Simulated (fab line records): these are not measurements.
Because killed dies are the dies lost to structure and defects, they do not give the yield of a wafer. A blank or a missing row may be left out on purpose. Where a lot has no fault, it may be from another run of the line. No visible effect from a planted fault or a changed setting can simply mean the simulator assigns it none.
fab line records ; flow sfq_line
record: lots: 14; wafers: 42; last_day: 83
route steps=325 shown M2@98 M3@130 I3@134
lots untouched by any fault: they come from a run of this same line in which no faults occurred
start_h: the number of hours between the record's first day and the start of the first shown wafer of the lot ; wait_h: hours elapsed since this lot's preceding step ; " the same as in the row above ; L1.1+2: one row covering several wafers at once ; - value missing, or start not given ; * or withheld: withheld ; < > ~ a bound
route shown NAME@n: a module of which the file shows steps, and the number in the route of the first ; usual: average and standard deviation across the fault-free wafers ; same: alike in all rows ; chamber/n: place in a boat ; sites: readings site by site ; _std_site: their standard deviation ; _edge_site: mean of outer sites minus mean of inner sites ; radius_mm: for every site, how far away it sits from the centre of the wafer ; mask NAME#n: copy n ; behind: the last tool/chamber to shape the wafer ; hold: reason for holding the lot/hours on hold/outcome of the hold ; device: names the non-switching transistor (n, p or np) ; end of line: the tests these same wafers got at the end of their route ; a step given without rows: its recipe and nothing more ; killed: dies lost to structure and defects at the first sort, not the wafer's yield ; map: per-die view of a wafer (x killed, . not killed, _ where there is no die)
set.NAME: setting as actually run; set.NAME@STEP: the setting as run at that earlier step ; model.NAME: the simulator's own value behind a step, which no gauge read
a sample of lots followed through the steps of the route, with each step as a table and each wafer as a row
services: a tool's chamber out of use, with start hour (start_h, from the record's first day; less than 0 if before it), hours out, and reason
== steps ==
step: SFQ_M2_OVL_MEAS_916
usual: M2_OVL: 4/5.2
lot.wafer;tool;chamber;start_h;wait_h;M2_OVL[nm]
L886.2;overlay-01;-;453.32;0.1;1
L886.4;overlay-01;-;453.32;0.1;2
L886.5;overlay-01;-;453.32;0.1;1
L888.3;overlay-02;-;470.87;0.1;3
L888.4;overlay-02;-;470.87;0.1;0
L888.5;overlay-02;-;470.87;0.1;0
L889.1;overlay-01;-;484.02;0.1;2
L889.3;overlay-01;-;484.02;0.1;7
L889.4;overlay-01;-;484.02;0.1;8
L893.4;overlay-02;-;522.24;0.1;0
L893.5;overlay-02;-;522.24;0.1;0
L893.6;overlay-02;-;522.24;0.1;-1
L895.1;overlay-02;-;545.07;0.1;12
L895.2;overlay-02;-;545.07;0.1;9
L895.6;overlay-02;-;545.07;0.1;12
L897.2;overlay-01;-;565.42;0.1;9
L897.3;overlay-01;-;565.42;0.1;5
L897.5;overlay-01;-;565.42;0.1;6
L901.2;overlay-02;-;594.64;0.1;-1
L901.4;overlay-02;-;594.64;0.1;-2
L901.6;overlay-02;-;594.64;0.1;4
L902.3;overlay-02;-;599.45;0.1;-1
L902.4;overlay-02;-;599.45;0.1;-1
L902.6;overlay-02;-;599.45;0.1;-2
L903.3;overlay-01;-;604.16;0.1;6
L903.5;overlay-01;-;604.16;0.1;11
L903.6;overlay-01;-;604.16;0.1;7
L905.2;overlay-01;-;626.09;0.1;-3
L905.3;overlay-01;-;626.09;0.1;-3
L905.4;overlay-01;-;626.09;0.1;3
L906.3;overlay-01;-;635.61;0.1;-7
L906.4;overlay-01;-;635.61;0.1;-11
L906.5;overlay-01;-;635.61;0.1;0
L907.2;overlay-02;-;645.80;0.1;3
L907.4;overlay-02;-;645.80;0.1;9
L907.5;overlay-02;-;645.80;0.1;2
L908.1;overlay-01;-;793.73;0.1;2
L908.5;overlay-01;-;793.73;0.1;7
L908.6;overlay-01;-;793.73;0.1;5
L909.1;overlay-01;-;803.22;0.1;15
L909.3;overlay-01;-;803.22;0.1;10
L909.5;overlay-01;-;803.22;0.1;11
step: SFQ_TRILAYER_M2_STRIP_STRIP_061
recipe: gas: O2; power_w: 200; platen_temp_c: 40; overash_fraction: 0.65; chemistry: O2; pressure_mtorr: 50
usual: drypump_motor_current_A: 5.31/0.2; oes_product_au: 1.003/0.0079
lot.wafer;tool;chamber;start_h;wait_h;drypump_motor_current_A;oes_product_au;rf_hours_counter_h
L886.2;rie_metal-01;1;453.92;0.4;5.63;1.020;-
L886.4;rie_metal-01;1;453.92;0.4;5.61;1.004;-
L886.5;rie_metal-01;1;453.92;0.4;5.63;1.009;-
L888.3;rie_metal-04;0;471.28;0.2;5.06;0.998;-
L888.4;rie_metal-04;1;471.28;0.2;5.46;1.003;-
L888.5;rie_metal-04;0;471.28;0.2;5.05;1.007;-
L889.1;rie_metal-02;1;484.24;0.1;5.28;1.009;157
L889.3;rie_metal-02;1;484.24;0.1;5.28;0.998;-
L889.4;rie_metal-02;0;484.24;0.1;5.29;1.004;-
L893.4;rie_metal-01;1;522.64;0.2;5.63;1.013;-
L893.5;rie_metal-01;0;522.64;0.2;5.20;0.992;-
L893.6;rie_metal-01;1;522.64;0.2;5.61;1.000;-
L895.1;rie_metal-04;1;545.29;0.1;5.46;1.010;22
L895.2;rie_metal-04;0;545.29;0.1;5.05;1.014;182
L895.6;rie_metal-04;1;545.29;0.1;5.48;1.007;-
L897.2;rie_metal-04;0;565.64;0.1;5.04;1.003;1
L897.3;rie_metal-04;1;565.64;0.1;5.44;1.000;-
L897.5;rie_metal-04;0;565.64;0.1;5.04;0.999;-
L901.2;rie_metal-02;0;594.86;0.1;5.28;0.999;128
L901.4;rie_metal-02;0;594.86;0.1;5.28;1.000;-
L901.6;rie_metal-02;0;594.86;0.1;5.29;0.996;-
L902.3;rie_metal-01;0;599.86;0.2;5.20;0.995;-
L902.4;rie_metal-01;1;599.86;0.2;5.60;1.007;-
L902.6;rie_metal-01;0;599.86;0.2;5.19;1.006;-
L903.3;rie_metal-02;1;604.57;0.2;5.27;0.989;-
L903.5;rie_metal-02;0;604.57;0.2;5.27;0.995;-
L903.6;rie_metal-02;1;604.57;0.2;5.28;0.997;-
L905.2;rie_metal-04;1;626.31;0.1;5.48;1.003;40
L905.3;rie_metal-04;0;626.31;0.1;5.00;0.994;-
L905.4;rie_metal-04;1;626.31;0.1;5.46;1.001;-
L906.3;rie_metal-01;0;636.02;0.2;5.19;1.017;-
L906.4;rie_metal-01;1;636.02;0.2;5.61;1.014;-
L906.5;rie_metal-01;1;636.02;0.2;5.61;1.011;-
L907.2;rie_metal-04;1;646.01;0.1;5.46;1.005;44
L907.4;rie_metal-04;1;646.01;0.1;5.45;0.998;-
L907.5;rie_metal-04;0;646.01;0.1;5.01;0.996;-
L908.1;rie_metal-01;1;793.95;0.1;5.60;0.992;147
L908.5;rie_metal-01;0;793.95;0.1;5.18;0.995;-
L908.6;rie_metal-01;1;793.95;0.1;5.62;0.998;-
L909.1;rie_metal-01;1;803.44;0.1;5.63;1.003;149
L909.3;rie_metal-01;1;803.44;0.1;5.62;0.997;-
L909.5;rie_metal-01;1;803.44;0.1;5.60;1.000;-
step: SFQ_TRILAYER_M3_ETCH_METAL_ETCH_078
recipe: target: Nb; stop_on: SiO2; mask_material: PR; chemistry: Cl2/Ar; target_depth_nm: 240; icp_w: 600; bias_w: 78.42; pressure_mtorr: 10; time_s: 120
usual: drypump_motor_current_A: 5.3/0.37; oes_product_au: 0.894/0.0068; rf_fwd_power_W: 597.0/1.9
lot.wafer;tool;chamber;start_h;wait_h;drypump_motor_current_A;oes_product_au;rf_fwd_power_W;rf_hours_counter_h
L886.2;rie_metal-04;1;616.64;0.0;5.4;0.891;595.8;38
L886.4;rie_metal-04;1;616.64;0.0;5.5;0.898;594.9;-
L886.5;rie_metal-04;1;616.64;0.0;5.4;0.899;597.7;-
L888.3;rie_metal-03;1;636.93;0.1;5.7;0.889;598.4;-
L888.4;rie_metal-03;0;636.93;0.1;4.8;0.884;598.9;-
L888.5;rie_metal-03;1;636.93;0.1;5.8;0.888;600.6;-
L889.1;rie_metal-01;0;786.09;0.0;5.2;0.904;597.4;4
L889.3;rie_metal-01;0;786.09;0.0;5.2;0.893;596.3;-
L889.4;rie_metal-01;1;786.09;0.0;5.6;0.913;595.9;-
L893.4;rie_metal-03;1;836.36;0.1;5.8;0.892;501.0;-
L893.5;rie_metal-03;0;836.36;0.1;4.8;0.892;500.8;-
L893.6;rie_metal-03;1;836.36;0.1;5.7;0.899;503.2;-
L895.1;rie_metal-03;0;865.24;0.0;4.7;0.882;500.6;106
L895.2;rie_metal-03;1;865.24;0.0;5.8;0.880;500.8;120
L895.6;rie_metal-03;1;865.24;0.0;5.8;0.886;501.3;-
L897.2;rie_metal-04;1;886.84;0.0;5.4;0.900;597.9;74
L897.3;rie_metal-04;1;886.84;0.0;5.5;0.906;597.8;-
L897.5;rie_metal-04;0;886.84;0.0;5.0;0.898;600.2;-
L901.2;rie_metal-01;0;912.04;0.0;5.2;0.902;596.1;28
L901.4;rie_metal-01;1;912.04;0.0;5.6;0.898;596.6;-
L901.6;rie_metal-01;1;912.04;0.0;5.6;0.899;597.7;-
L902.3;rie_metal-04;1;916.88;0.1;5.5;0.892;595.7;-
L902.4;rie_metal-04;0;916.88;0.1;5.0;0.888;596.1;-
L902.6;rie_metal-04;1;916.88;0.1;5.4;0.891;594.6;-
L903.3;rie_metal-01;0;924.08;0.1;5.2;0.902;597.9;-
L903.5;rie_metal-01;0;924.08;0.1;5.2;0.909;595.4;-
L903.6;rie_metal-01;1;924.08;0.1;5.6;0.894;601.0;-
L905.2;rie_metal-04;1;943.34;0.0;5.4;0.897;597.5;83
L905.3;rie_metal-04;1;943.34;0.0;5.4;0.903;596.4;-
L905.4;rie_metal-04;0;943.34;0.0;5.1;0.889;593.3;-
L906.3;rie_metal-01;1;951.78;0.1;5.6;0.893;596.1;-
L906.4;rie_metal-01;0;951.78;0.1;5.2;0.897;596.7;-
L906.5;rie_metal-01;1;951.78;0.1;5.6;0.887;600.2;-
L907.2;rie_metal-03;0;960.14;0.0;4.8;0.888;598.3;121
L907.4;rie_metal-03;0;960.14;0.0;4.8;0.894;596.8;-
L907.5;rie_metal-03;0;960.14;0.0;4.8;0.895;596.2;-
L908.1;rie_metal-03;0;963.74;0.0;4.8;0.903;595.4;122
L908.5;rie_metal-03;1;963.74;0.0;5.7;0.904;596.4;-
L908.6;rie_metal-03;0;963.74;0.0;4.8;0.900;594.2;-
L909.1;rie_metal-03;1;966.14;0.0;5.7;0.888;595.4;136
L909.3;rie_metal-03;1;966.14;0.0;5.7;0.887;599.2;-
L909.5;rie_metal-03;1;966.14;0.0;5.7;0.885;598.4;-
step: SFQ_TRILAYER_I3_CMP_CMP_082
recipe: material: SiO2; down_force_psi: 3; platen_rpm: 60; pad_velocity_m_s: 0.94248
usual: motor_current_A: 9.3/0.65; time_to_endpoint_s: 217/6.5
lot.wafer;tool;chamber;start_h;wait_h;motor_current_A;time_to_endpoint_s
L886.4;cmp-02;2;634.50;16.9;8.8;210
L886.2;cmp-02;3;634.50;16.9;8.5;200
L886.5;cmp-02;1;636.00;18.4;8.9;215
L888.4;cmp-02;3;655.00;17.1;8.9;227
L888.3;cmp-02;1;656.00;18.2;9.8;216
L888.5;cmp-02;0;657.50;19.6;8.8;223
L889.1;cmp-02;3;787.07;0.0;8.8;218
L889.4;cmp-02;0;787.07;0.0;8.9;213
L889.3;cmp-02;2;788.57;1.5;8.8;208
L893.4;cmp-02;0;837.85;0.5;8.6;215
L893.5;cmp-02;3;839.35;2.0;8.8;212
L893.6;cmp-02;0;839.35;2.0;9.0;205
L895.1;cmp-02;3;873.02;6.8;8.9;214
L895.2;cmp-02;2;874.52;8.3;9.0;204
L895.6;cmp-02;3;874.52;8.3;8.2;221
L897.2;cmp-01;0;893.59;5.8;8.6;216
L897.3;cmp-01;3;895.09;7.3;9.7;219
L897.5;cmp-01;1;896.09;8.2;9.7;218
L901.4;cmp-02;2;916.02;3.0;8.7;224
L901.2;cmp-02;3;916.02;3.0;8.8;218
L901.6;cmp-02;1;917.52;4.5;9.7;218
L902.3;cmp-02;0;925.52;7.7;9.1;214
L902.4;cmp-02;1;925.52;7.7;9.7;218
L902.6;cmp-02;0;927.52;9.7;9.1;223
L903.3;cmp-01;0;939.20;14.2;9.2;209
L903.6;cmp-01;1;939.20;14.2;9.5;213
L903.5;cmp-01;2;939.20;14.2;9.9;213
L905.4;cmp-02;2;955.02;10.7;8.6;218
L905.2;cmp-02;3;955.02;10.7;8.7;214
L905.3;cmp-02;0;955.02;10.7;9.1;215
L906.4;cmp-02;3;964.02;11.3;8.7;222
L906.3;cmp-02;1;965.02;12.3;9.6;217
L906.5;cmp-02;0;966.52;13.8;9.1;223
L907.4;cmp-01;1;967.70;6.6;10.0;230
L907.2;cmp-01;2;967.70;6.6;9.3;221
L907.5;cmp-01;2;970.20;9.1;9.2;229
L908.1;cmp-01;2;970.70;6.0;9.6;215
L908.5;cmp-01;2;972.70;8.0;9.9;218
L908.6;cmp-01;3;972.70;8.0;10.9;225
L909.1;cmp-02;0;976.52;9.4;8.9;214
L909.3;cmp-02;1;976.52;9.4;9.5;203
L909.5;cmp-02;0;978.52;11.4;8.7;218
== services ==
tool;chamber;start_h;hours;kind
rie_metal-01;0;443.13;12.8;repair
rie_metal-04;1;461.52;3.9;repair
cmp-01;-;471.37;0.4;repair
cmp-02;-;477.38;1.0;repair
rie_metal-01;0;509.01;4.1;repair
cmp-02;-;513.33;14.7;pm
cmp-01;-;563.92;5.0;pm
cmp-02;-;579.00;4.0;pm
cmp-01;-;699.54;2.0;repair
cmp-01;-;710.25;1.9;repair
cmp-02;-;722.75;5.7;pm
cmp-01;-;737.98;0.4;repair
cmp-02;-;740.75;4.7;pm
rie_metal-03;-;749.91;2.8;pm
cmp-01;-;749.93;4.0;pm
cmp-02;-;768.73;3.9;repair
rie_metal-04;-;810.85;1.4;pm
rie_metal-04;-;816.94;14.6;pm
cmp-01;-;831.12;0.3;repair
cmp-01;-;852.54;7.0;pm
rie_metal-03;1;855.43;5.3;repair
cmp-02;-;865.23;1.0;repair
cmp-02;-;921.02;4.0;pm
cmp-02;-;944.23;0.6;repair
== key ==
first_sign: step: SFQ_TRILAYER_M3_ETCH_METAL_ETCH_078; reading: rf_fwd_power_W; direction: down; sigmas: 50; usual: 597.0; struck: 501.3
effect none on later readings
met_at SFQ_TRILAYER_M3_ETCH_METAL_ETCH_078
struck_lots L893,L895
not_acting_at SFQ_M2_OVL_MEAS_916,SFQ_TRILAYER_M2_STRIP_STRIP_061,SFQ_TRILAYER_I3_CMP_CMP_082
onset_between 636.93 836.36
fault: kind: process_parameter_drift; tool: rie_metal-03; chamber: -; onset_h: 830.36; steps: SFQ_TRILAYER_M3_ETCH_METAL_ETCH_078; channel: icp_w; offset: -96; shape: step; end_h: 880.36; acts_in: these_recipes_only; stated: 600
